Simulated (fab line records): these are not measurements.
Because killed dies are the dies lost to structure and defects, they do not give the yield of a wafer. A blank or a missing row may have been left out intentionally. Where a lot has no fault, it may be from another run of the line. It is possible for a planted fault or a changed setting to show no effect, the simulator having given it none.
fab line records	flow sky130
record: lots: 6	wafers: 18	last-day: 50
route steps=708 shown SONOS_ONO@186 GATE_OXIDE@187 PAD_OPEN@708
lots that met no fault: taken from a fault-free run of the same line
start-h: hours from the record's opening day to when the first of the lot's shown wafers began	wait-h: hours elapsed since this lot's preceding step	" same as the row above	L1.1+2: a single row standing in for several wafers	- no value, or no start was given	* or withheld: withheld	< > ~ a bound
route shown NAME@n: names a module that has steps shown in the file, with the first one's number in the route	usual: mean and standard deviation over wafers with no fault	same: alike in all rows	chamber/n: place in a boat	sites: each site's reading	_std_site: their standard deviation	_edge_site: mean of outer sites minus mean of inner sites	radius-mm: how far each site lies from the wafer's centre	mask NAME#n: copy n	behind: the last tool/chamber to shape the wafer	hold: what put the lot on hold/how long, in hours/how the hold closed	device: transistor that didn't switch, given as n, p or np	end of line: the same wafers' tests at the end of the route	step lacking rows: just its recipe	killed: count of dies lost to structure and defects at first sort (not the wafer's yield)	map: a wafer's dies, x killed, . not, _ none there
set.NAME: the setting as run; set.NAME@STEP: as run at that earlier step	model.NAME: the simulator's own value behind a step, which no gauge read
a table for each step, a row for each wafer; lots at some steps of the route
services: the hour from which a tool's chamber was out of use, counted from the record's first day as start-h (under 0 if before that day), plus the number of hours and why
== steps ==
step: SKY_SONOS_ONO_WET_ETCH_18
recipe: chemistry: H3PO4	target-depth-nm: 15	target: Si3N4	temp-c: 160	time-s: 172
step: SKY_GATE_OXIDE_CLEAN_00
recipe: chemistry: SC1/SC2	mix: 1:4:20	temp-c: 70	time-s: 150	dry: n2-spin
step: SKY_GATE_OXIDE_OXIDATION_01
recipe: temp-c: 900	ambient: O2	stabilise-s: 600	purge-s: 300	target-thk-a: 102.68	ox-time-s: 1473
step: SKY_GATE_OXIDE_THK_MEAS_02
recipe: reads: SiO2_of_GATE_OXIDE_OXIDATION_01
usual: GATE_OXIDE_OXIDATION_00_THK: 10.25/0.18
lot.wafer	tool	chamber	start-h	wait-h	GATE_OXIDE_OXIDATION_00_THK[nm]
L827.1	film-metro-01	-	328.25	0.0	10.42
L827.2	"	-	"	"	10.28
L827.6	"	-	"	"	10.30
L828.1	film-metro-02	-	344.77	0.0	10.44
L828.2	"	-	"	"	10.33
L828.4	"	-	"	"	10.29
L834.1	film-metro-04	-	385.52	0.0	10.40
L834.2	"	-	"	"	10.27
L834.4	"	-	"	"	10.23
L838.2	film-metro-04	-	420.93	0.0	10.15
L838.3	"	-	"	"	10.02
L838.4	"	-	"	"	10.14
L841.3	film-metro-04	-	444.44	0.0	9.84
L841.4	"	-	"	"	10.14
L841.6	"	-	"	"	10.08
L842.1	film-metro-02	-	455.88	0.0	9.98
L842.2	"	-	"	"	10.18
L842.5	"	-	"	"	10.20
step: SKY_GATE_OXIDE_DEHYDRATE_03
recipe: temp-c: 200	time-s: 60
step: SKY_GATE_OXIDE_HMDS_04
recipe: prime-time-s: 60	prime-temp-c: 120
step: SKY_GATE_OXIDE_COAT_05
recipe: resist: NOVOLAK	spin-rpm: 3000	resist-thk-nm: 1140
step: SKY_GATE_OXIDE_SOFTBAKE_06
recipe: temp-c: 90	time-s: 58.68	resist: NOVOLAK
step: SKY_GATE_OXIDE_EXPOSE_07
recipe: mask-id: LVOM	na: 0.6	source-shape: conventional	sigma-outer: 0.6	polarization: unpolarized	target-cd-nm: 600	dose-mj: 170
step: SKY_GATE_OXIDE_PEB_08
recipe: temp-c: withheld	time-s: *	resist: NOVOLAK
step: SKY_GATE_OXIDE_DEVELOP_09
recipe: resist: NOVOLAK	developer: TMAH	develop-time-s: 60	dev-temp-c: 23
step: SKY_GATE_OXIDE_OVL_MEAS_10
usual: GATE_OXIDE_OVL: 0.8/1.4
lot.wafer	tool	chamber	start-h	wait-h	GATE_OXIDE_OVL[nm]
L827.1	overlay-02	-	354.83	0.1	1.4
L827.2	"	-	"	"	1.2
L827.6	"	-	"	"	0.1
L828.1	overlay-02	-	372.23	0.1	2.2
L828.2	"	-	"	"	1.3
L828.4	"	-	"	"	0.8
L834.1	overlay-01	-	414.38	0.1	0.6
L834.2	"	-	"	"	3.0
L834.4	"	-	"	"	-0.4
L838.2	overlay-01	-	451.24	0.1	2.2
L838.3	"	-	"	"	0.8
L838.4	"	-	"	"	2.1
L841.3	overlay-02	-	475.09	0.1	1.6
L841.4	"	-	"	"	1.1
L841.6	"	-	"	"	1.4
L842.1	overlay-01	-	485.67	0.1	0.6
L842.2	"	-	"	"	-1.1
L842.5	"	-	"	"	-0.2
step: SKY_GATE_OXIDE_IMPLANT_11
recipe: species: B	energy-kev: 10	dose-cm2: 2.6e+12	tilt-deg: withheld
usual: dose-ions-cm2: 2.6009e+12/2.6e+09	faraday-current-uA: 14.7/0.31
lot.wafer	tool	chamber	start-h	wait-h	dose-ions-cm2	faraday-current-uA
L827.1	implanter-01	0	354.87	0.0	1.8462e+12	10.0
L827.2	"	0	"	"	1.848e+12	10.4
L827.6	"	0	"	"	1.8408e+12	10.1
L828.1	implanter-01	0	372.27	0.0	1.8466e+12	10.4
L828.2	"	0	"	"	1.8446e+12	10.7
L828.4	"	0	"	"	1.838e+12	10.0
L834.1	implanter-02	0	414.42	0.0	2.6012e+12	14.5
L834.2	"	0	"	"	2.5976e+12	15.2
L834.4	"	0	"	"	2.5986e+12	15.3
L838.2	implanter-02	0	451.29	0.0	2.5981e+12	15.2
L838.3	"	0	"	"	2.6016e+12	15.1
L838.4	"	0	"	"	2.6016e+12	14.4
L841.3	implanter-01	0	475.17	0.1	2.6058e+12	14.5
L841.4	"	0	"	"	2.6029e+12	14.4
L841.6	"	0	"	"	2.6052e+12	14.4
L842.1	implanter-02	0	485.92	0.2	2.6015e+12	14.7
L842.2	"	0	"	"	2.6035e+12	14.5
L842.5	"	0	"	"	2.5999e+12	14.7
step: SKY_GATE_OXIDE_WET_ETCH_12
recipe: chemistry: dHF	target-depth-nm: 16.8	dry: n2-spin	target: SiO2	dilution: 100:1	temp-c: 25	time-s: 336
step: SKY_GATE_OXIDE_STRIP_13
recipe: chemistry: O2/N2	power-w: 1400	pressure-mtorr: 1500	platen-temp-c: withheld	o2-flow-sccm: 3000	n2-flow-sccm: 300	overash-fraction: 0.5
usual: drypump-motor-current-A: 6.1/0.5	n2-flow-sccm: 300.0/0.92	oes-product-au: 0.716/0.0044	strip-time-to-endpoint-s: 14.19/0.039
lot.wafer	tool	chamber	start-h	wait-h	drypump-motor-current-A	n2-flow-sccm	oes-product-au	rf-hours-counter-h	strip-time-to-endpoint-s
L827.1	plasma-asher-01	1	355.12	0.0	6.1	300.5	0.721	23	14.19
L827.2	"	0	"	"	5.5	299.3	0.714	23	14.19
L827.6	"	0	"	"	5.5	301.0	0.719	-	14.20
L828.1	plasma-asher-01	0	372.52	0.0	5.5	298.9	0.717	26	14.17
L828.2	"	1	"	"	6.2	300.1	0.709	26	14.18
L828.4	"	1	"	"	6.1	300.8	0.719	-	14.22
L834.1	plasma-asher-03	0	414.68	0.0	5.2	300.9	0.717	60	14.21
L834.2	"	1	"	"	6.3	299.4	0.712	60	14.24
L834.4	"	0	"	"	5.2	301.5	0.713	-	14.16
L838.2	plasma-asher-03	0	451.52	0.0	5.2	301.2	0.723	64	14.20
L838.3	"	0	"	"	5.2	301.7	0.707	-	14.23
L838.4	"	1	"	"	6.3	298.9	0.717	-	14.26
L841.3	plasma-asher-04	1	475.40	0.0	6.7	297.6	0.717	-	14.21
L841.4	"	0	"	"	6.2	301.9	0.710	-	14.16
L841.6	"	0	"	"	6.2	302.5	0.721	-	14.15
L842.1	plasma-asher-03	1	486.18	0.0	6.3	299.5	0.715	67	14.22
L842.2	"	0	"	"	5.2	299.7	0.719	67	14.15
L842.5	"	1	"	"	6.3	299.6	0.715	-	14.22
step: SKY_GATE_OXIDE_TW_MEAS_14
usual: GATE_OXIDE_TW: 225.3/0.97
lot.wafer	tool	chamber	start-h	wait-h	GATE_OXIDE_TW
L827.1	film-metro-02	-	355.22	0.1	204.3
L827.2	"	-	"	"	204.0
L827.6	"	-	"	"	204.4
L828.1	film-metro-04	-	372.62	0.1	205.9
L828.2	"	-	"	"	205.3
L828.4	"	-	"	"	205.3
L834.1	film-metro-01	-	414.78	0.1	225.2
L834.2	"	-	"	"	225.9
L834.4	"	-	"	"	226.3
L838.2	film-metro-02	-	451.63	0.1	225.3
L838.3	"	-	"	"	223.5
L838.4	"	-	"	"	224.8
L841.3	film-metro-01	-	475.49	0.1	225.6
L841.4	"	-	"	"	224.4
L841.6	"	-	"	"	226.0
L842.1	film-metro-02	-	486.28	0.1	224.8
L842.2	"	-	"	"	225.4
L842.5	"	-	"	"	224.7
step: SKY_GATE_OXIDE_CLEAN_15
recipe: chemistry: SC1/SC2	mix: 1:4:20	temp-c: 70	time-s: 150	dry: n2-spin
step: SKY_PAD_OPEN_PROBE_99
usual: killed_at_M0_to_M3: 43/7.7	killed_at_M4_up: 2.9/1.7	killed-at-contacts: 24/5.5	killed-at-front-end: 15/4	killed-at-other: 0.4/0.66	killed-dies: 86/9.4	killed-open: 47/6.7	killed-short: 38/6.2
same: gross-dies: 492	killed-at-back-side: 0
lot.wafer	tool	chamber	start-h	wait-h	killed_at_M0_to_M3	killed_at_M4_up	killed-at-contacts	killed-at-front-end	killed-at-other	killed-dies	killed-open	killed-short	model.etest.tip-p.rs-ohm-sq	model.etest.pfet_01v8.r-on-ohm-um	model.etest.nfet_01v8_lvt.drive-ua-um	model.etest.nfet_01v8_swapped.drive-ua-um	model.etest.nfet_01v8.drive-ua-um	model.etest.nfet_01v8_turned.drive-ua-um	model.etest.sram-nfet-pass.drive-ua-um	model.etest.nfet_01v8.r-on-ohm-um
L827.1	prober-02	-	1107.96	0.1	59	6	22	13	1	101	61	40	7250	3131	622.6	549.9	546.6	543.7	542.6	798.2
L827.2	prober-02	-	1108.01	0.1	39	7	28	14	0	88	57	31	7245	3167	600	526.9	524.3	524.7	520	825.2
L827.6	prober-02	-	1108.21	0.2	41	3	22	24	0	90	43	47	7231	3063	625.9	549	554.9	551.5	528.2	783.7
L828.1	prober-01	-	1130.45	0.1	51	5	28	12	1	97	54	40	-	-	-	-	-	-	-	-
L828.2	prober-01	-	1130.50	0.1	42	2	24	18	0	86	48	33	-	-	-	-	-	-	-	-
L828.4	prober-01	-	1130.60	0.2	56	6	24	17	1	104	47	55	-	-	-	-	-	-	-	-
L834.1	prober-01	-	1150.42	0.1	43	4	29	15	0	91	43	48	6987	3022	578.8	501.7	504.2	504.7	489.7	839.1
L834.2	prober-01	-	1150.47	0.1	54	3	16	14	0	87	44	43	6946	2993	579.4	509.6	508.4	509.6	482.7	841.7
L834.4	prober-01	-	1150.57	0.2	43	3	20	10	0	76	42	34	6921	2943	587.4	510.9	512.3	513.9	493.1	829.9
L838.2	prober-01	-	1170.55	0.1	32	2	28	15	1	78	44	34	6866	2860	589.7	513.5	515.7	516.8	506.7	809.4
L838.3	prober-01	-	1170.60	0.2	35	3	38	20	1	97	55	41	6901	2829	598.5	519.2	521.4	522.4	507.6	804.5
L838.4	prober-01	-	1170.65	0.2	34	2	25	12	0	73	40	33	6890	2804	604.9	525	528	531	543.4	795.4
L841.3	prober-02	-	1183.77	0.2	32	2	27	16	0	77	50	27	6791	2907	541.6	476.9	472.8	477.1	445.4	878.1
L841.4	prober-02	-	1183.82	0.2	47	3	14	15	1	80	43	36	6815	2897	549.1	483.3	477.5	483.4	475.1	856.2
L841.6	prober-02	-	1183.92	0.2	36	2	24	7	0	69	41	27	6792	2866	561.3	491.9	487.3	487.4	479.2	849.4
L842.1	prober-01	-	1188.46	0.1	37	3	17	11	0	68	26	42	6721	2762	587.2	515.4	515.5	517.6	497.9	804.1
L842.2	prober-01	-	1188.51	0.1	47	3	21	11	0	82	41	41	6735	2816	568.7	500.1	495.3	502.2	487.6	845.5
L842.5	prober-01	-	1188.66	0.2	29	1	18	17	0	65	37	28	6737	2807	576.3	499.2	501.6	501.1	489.6	828.6
killed by level:class
L827.1 VIA1:geometric-particle:open=18 CONTACT:geometric-particle:open=12 VIA3:geometric-particle:open=10 VIA2:geometric-particle:open=7 VIA1:geometric-particle:short=7 FIELD_ISO:geometric-particle:open=6 CONTACT:geometric-particle:short=5 METAL1:geometric-particle:short=5
L827.2 CONTACT:geometric-particle:open=16 VIA1:geometric-particle:open=10 VIA3:geometric-particle:open=8 VIA2:geometric-particle:open=6 FIELD_ISO:geometric-particle:short=4 POLY_GATE:geometric-particle:short=4 LI_CONTACT:geometric-particle:open=4 LOCAL_INTERCONNECT:geometric-particle:short=4
L827.6 FIELD_ISO:geometric-particle:short=9 VIA1:geometric-particle:open=8 LI_CONTACT:geometric-particle:open=7 VIA1:geometric-particle:short=7 POLY_GATE:geometric-particle:open=6 LI_CONTACT:geometric-particle:short=5 CONTACT:geometric-particle:short=5 VIA2:geometric-particle:short=5
L828.1 CONTACT:geometric-particle:open=13 VIA1:geometric-particle:open=12 VIA1:geometric-particle:short=11 LI_CONTACT:geometric-particle:open=7 FIELD_ISO:geometric-particle:open=6 VIA2:geometric-particle:open=6 LI_CONTACT:geometric-particle:short=5 METAL2:geometric-particle:short=4
L828.2 CONTACT:geometric-particle:open=11 VIA1:geometric-particle:open=10 FIELD_ISO:geometric-particle:open=7 METAL1:geometric-particle:short=7 LI_CONTACT:geometric-particle:open=5 VIA2:geometric-particle:open=5 LI_CONTACT:geometric-particle:short=4 VIA1:geometric-particle:short=4
L828.4 VIA1:geometric-particle:open=13 VIA1:geometric-particle:short=11 FIELD_ISO:geometric-particle:short=9 LI_CONTACT:geometric-particle:open=7 METAL2:geometric-particle:short=7 CONTACT:geometric-particle:open=6 VIA3:geometric-particle:open=6 FIELD_ISO:geometric-particle:open=5
L834.1 VIA3:geometric-particle:open=10 CONTACT:geometric-particle:short=8 VIA1:geometric-particle:open=8 CONTACT:geometric-particle:open=7 LOCAL_INTERCONNECT:geometric-particle:short=6 POLY_GATE:geometric-particle:short=5 LI_CONTACT:geometric-particle:open=4 VIA1:geometric-particle:short=4
L834.2 VIA1:geometric-particle:open=14 VIA3:geometric-particle:open=9 VIA3:geometric-particle:short=8 POLY_GATE:geometric-particle:short=5 CONTACT:geometric-particle:short=5 METAL1:geometric-particle:short=5 LI_CONTACT:geometric-particle:open=4 CONTACT:geometric-particle:open=4
L834.4 CONTACT:geometric-particle:open=11 VIA1:geometric-particle:open=10 VIA2:geometric-particle:open=8 METAL1:geometric-particle:short=5 VIA3:geometric-particle:open=5 VIA1:geometric-particle:short=5 CONTACT:geometric-particle:short=4 FIELD_ISO:geometric-particle:short=3
L838.2 CONTACT:geometric-particle:open=9 LI_CONTACT:geometric-particle:open=8 VIA2:geometric-particle:open=7 POLY_GATE:geometric-particle:open=5 CONTACT:geometric-particle:short=5 VIA3:geometric-particle:open=5 FIELD_ISO:geometric-particle:short=4 METAL1:geometric-particle:short=4
L838.3 CONTACT:geometric-particle:open=18 VIA1:geometric-particle:short=7 CONTACT:geometric-particle:short=6 VIA1:geometric-particle:open=6 POLY_GATE:geometric-particle:open=5 LI_CONTACT:geometric-particle:open=5 LOCAL_INTERCONNECT:geometric-particle:short=5 VIA3:geometric-particle:open=5
L838.4 CONTACT:geometric-particle:open=12 VIA1:geometric-particle:open=7 VIA1:geometric-particle:short=5 POLY_GATE:geometric-particle:short=4 LI_CONTACT:geometric-particle:open=4 CONTACT:geometric-particle:short=4 METAL2:geometric-particle:short=4 POLY_GATE:geometric-particle:open=3
L841.3 CONTACT:geometric-particle:open=12 VIA1:geometric-particle:open=9 VIA3:geometric-particle:open=6 VIA2:geometric-particle:open=4 LI_CONTACT:geometric-particle:open=4 LOCAL_INTERCONNECT:geometric-particle:short=4 CONTACT:geometric-particle:short=4 METAL1:geometric-particle:short=4
L841.4 VIA1:geometric-particle:open=13 FIELD_ISO:geometric-particle:open=6 METAL1:geometric-particle:short=6 LI_CONTACT:geometric-particle:open=5 LOCAL_INTERCONNECT:geometric-particle:short=4 VIA1:geometric-particle:short=4 VIA2:geometric-particle:open=4 VIA3:geometric-particle:open=4
L841.6 VIA1:geometric-particle:open=12 CONTACT:geometric-particle:open=9 VIA2:geometric-particle:open=7 LOCAL_INTERCONNECT:geometric-particle:short=6 LI_CONTACT:geometric-particle:open=5 METAL2:geometric-particle:short=5 FIELD_ISO:geometric-particle:short=2 SPACER:geometric-particle:open=2
L842.1 METAL2:geometric-particle:short=7 VIA2:geometric-particle:open=6 VIA1:geometric-particle:short=5 CONTACT:geometric-particle:open=5 POLY_GATE:geometric-particle:short=4 LI_CONTACT:geometric-particle:open=4 CONTACT:geometric-particle:short=4 VIA2:geometric-particle:short=4
L842.2 VIA3:geometric-particle:open=10 VIA1:geometric-particle:open=9 CONTACT:geometric-particle:open=7 LI_CONTACT:geometric-particle:open=5 LOCAL_INTERCONNECT:geometric-particle:short=5 METAL1:geometric-particle:short=5 VIA3:geometric-particle:short=5 FIELD_ISO:geometric-particle:open=4
L842.5 CONTACT:geometric-particle:open=7 LOCAL_INTERCONNECT:geometric-particle:short=6 VIA1:geometric-particle:open=6 VIA3:geometric-particle:open=6 FIELD_ISO:geometric-particle:open=5 METAL2:geometric-particle:short=5 VIA2:geometric-particle:open=4 FIELD_ISO:geometric-particle:short=3
== services ==
tool	chamber	start-h	hours	kind
implanter-02	-	332.34	5.2	pm
implanter-01	-	336.88	0.9	repair
plasma-asher-03	-	352.82	8.9	repair
implanter-01	-	357.57	1.5	repair
plasma-asher-03	-	364.48	7.3	repair
implanter-02	-	372.14	5.8	pm
implanter-01	-	381.44	1.0	repair
plasma-asher-04	-	384.16	4.2	repair
implanter-01	-	402.45	4.3	pm
implanter-02	-	429.40	4.1	repair
implanter-01	-	443.61	3.8	repair
plasma-asher-01	-	458.78	8.1	repair
plasma-asher-03	-	475.92	3.0	repair
implanter-01	-	485.16	9.9	pm
== key ==
first-sign: step: SKY_GATE_OXIDE_IMPLANT_11	reading: dose-ions-cm2	direction: down	sigmas: 99+	usual: *	struck: *
effect: step: SKY_GATE_OXIDE_IMPLANT_11	reading: faraday-current-uA	direction: down	sigmas: 14	usual: 14.7	struck: 10.3
effect: step: SKY_GATE_OXIDE_TW_MEAS_14	reading: GATE_OXIDE_TW	direction: down	sigmas: 21	usual: 225.3	struck: 204.9
model-effect: step: SKY_PAD_OPEN_PROBE_99	value: etest.tip-p.rs-ohm-sq	without: 6873	struck: 7242
met-at SKY_GATE_OXIDE_IMPLANT_11
struck-wafers L827.1,L827.2,L827.6,L828.1,L828.2,L828.4
tester-left-out L827,L828
fault: kind: process-parameter-drift	tool: implanter-01	chamber: -	onset-h: 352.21	steps: SKY_GATE_OXIDE_IMPLANT_11	channel: dose-cm2	offset: *	shape: step	end-h: 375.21	acts-in: *	stated: *
tester-left-out: of these lots the tester's yield and bins aren't shown, on N5 and GAA mostly nor the transistor test; their killed dies are dies lost to structure and defects alone, not to doping, threshold or leakage, so they don't give the yield
